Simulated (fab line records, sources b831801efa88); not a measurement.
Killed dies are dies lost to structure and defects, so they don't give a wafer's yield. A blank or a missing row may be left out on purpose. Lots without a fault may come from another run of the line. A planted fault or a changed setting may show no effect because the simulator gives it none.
Chamber matching | flow sfq_line | SFQ_TRILAYER_I3_CMP_CMP_082 on cmp-01: 4 sister chambers
The step polishes SiO2. 8 wafers are shown with their chamber, then 7 later ones without.

WAFERS WITH THEIR CHAMBER
wafer  | chamber | motor_current_A (A) | time_to_endpoint_s (s)
L563.6 | 3       | 10.3                | 214
L564.5 | 2       | 11.2                | 225
L575.6 | 0       | 10.2                | 202
L579.1 | 1       | 10.2                | 203
L579.5 | 0       | 10.2                | 209
L579.6 | 1       | 9.5                 | 211
L580.1 | 3       | 10.0                | 205
L580.2 | 2       | 11.8                | 220

WAFERS WITHOUT THEIR CHAMBER
wafer  | motor_current_A (A) | time_to_endpoint_s (s)
L580.5 | 10.3                | 207
L585.1 | 9.2                 | 205
L585.2 | 9.3                 | 202
L585.6 | 11.3                | 222
L586.1 | 12.1                | 199
L586.2 | 9.9                 | 198
L586.6 | 11.4                | 217

WHICH CHAMBER EACH WENT THROUGH
wafer  | from the rows above               | in truth
L580.5 | can't be placed: 0 or 3 or 1      | 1
L585.1 | can't be placed: 1 or 3 or 0      | 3
L585.2 | can't be placed: 1 or 0 or 3      | 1
L585.6 | 2                                 | 2
L586.1 | can't be placed: 2 or 0 or 3 or 1 | 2
L586.2 | can't be placed: 0 or 1 or 3      | 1
L586.6 | 2                                 | 2
Placed correctly: 2 of 7. Can't be placed from these rows: 5 (the true chamber is among the candidates in 5). Placed wrongly: 0.
How it was worked out, from the rows above alone: a wafer's distance from a chamber is the root of the sum, over the readings, of the square of ((its reading less the chamber's mean) divided by the reading's scatter). The wafer belongs to the nearest chamber; if the next one is less than 2 further off, it can't be placed. A chamber's mean is the mean of its shown wafers. The scatter: the root of (the sum of the squares of (reading less its chamber's mean) over the shown wafers, divided by (wafers less chambers)).
